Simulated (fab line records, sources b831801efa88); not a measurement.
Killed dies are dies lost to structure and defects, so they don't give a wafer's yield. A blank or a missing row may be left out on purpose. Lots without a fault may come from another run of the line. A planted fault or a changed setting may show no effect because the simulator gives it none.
Chamber matching | flow gf180mcu | GF_CONTACT_CVD_02 on pecvd-03: 3 sister chambers
The step deposits SiO2 from TEOS, target thk 860 nm, time 95.992 s. 27 wafers are shown with their chamber, then 12 later ones without.

WAFERS WITH THEIR CHAMBER
wafer  | chamber | heater_power_w (W) | rf_fwd_power_W (W)
L074.1 | 2       | 595                | 596.5
L074.2 | 0       | 771                | 597.4
L074.3 | 1       | 667                | 594.8
L074.4 | 0       | 767                | 599.4
L074.5 | 2       | 657                | 597.4
L074.6 | 1       | 686                | 598.8
L075.4 | 2       | 645                | 595.4
L075.5 | 1       | 560                | 594.2
L075.6 | 0       | 761                | 597.4
L077.3 | 1       | 696                | 597.0
L077.4 | 0       | 771                | 597.7
L077.5 | 1       | 718                | 595.7
L078.3 | 1       | 695                | 594.5
L078.4 | 1       | 707                | 592.8
L078.6 | 0       | 773                | 596.6
L080.1 | 0       | 675                | 596.3
L080.2 | 2       | 652                | 596.8
L080.3 | 1       | 632                | 598.2
L080.4 | 2       | 686                | 595.1
L080.5 | 0       | 722                | 596.0
L080.6 | 1       | 691                | 594.6
L083.1 | 0       | 700                | 597.2
L083.2 | 1       | 633                | 595.2
L083.3 | 2       | 632                | 595.5
L084.4 | 0       | 603                | 598.3
L084.5 | 2       | 684                | 596.7
L084.6 | 1       | 568                | 593.6

SIGNATURES (means of the wafers above)
reading        | chamber 0 | chamber 1 | chamber 2 | scatter within a chamber
heater_power_w | 727.00    | 659.36    | 650.14    | 51.3
rf_fwd_power_W | 597.367   | 595.400   | 596.200   | 1.42
Rule: a wafer's distance from a chamber is the root of the sum, over the readings, of the square of ((its reading less the chamber's mean) divided by the reading's scatter). The wafer belongs to the nearest chamber; if the next one is less than 2 further off, it can't be placed. The scatter: the root of (the sum of the squares of (reading less its chamber's mean) over the shown wafers, divided by (wafers less chambers)).

WAFERS WITHOUT THEIR CHAMBER
wafer  | heater_power_w (W) | rf_fwd_power_W (W)
L086.2 | 734                | 596.9
L086.3 | 639                | 591.6
L086.4 | 707                | 597.1
L088.1 | 671                | 595.0
L088.4 | 545                | 597.4
L088.6 | 582                | 591.5
L089.3 | 765                | 595.2
L089.4 | 535                | 597.0
L089.5 | 765                | 600.0
L092.2 | 668                | 596.7
L092.5 | 761                | 595.4
L092.6 | 538                | 597.8

WHICH CHAMBER EACH WENT THROUGH
wafer  | from the rows above          | in truth
L086.2 | can't be placed: 0 or 2 or 1 | 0
L086.3 | can't be placed: 1 or 2 or 0 | 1
L086.4 | can't be placed: 0 or 2 or 1 | 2
L088.1 | can't be placed: 1 or 2 or 0 | 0
L088.4 | can't be placed: 2 or 1 or 0 | 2
L088.6 | can't be placed: 1 or 2 or 0 | 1
L089.3 | can't be placed: 0 or 1 or 2 | 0
L089.4 | can't be placed: 2 or 1 or 0 | 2
L089.5 | can't be placed: 0 or 2 or 1 | 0
L092.2 | can't be placed: 2 or 1 or 0 | 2
L092.5 | can't be placed: 0 or 1 or 2 | 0
L092.6 | can't be placed: 2 or 1 or 0 | 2
Placed correctly: 0 of 12. Can't be placed from these rows: 12 (the true chamber is among the candidates in 12). Placed wrongly: 0.
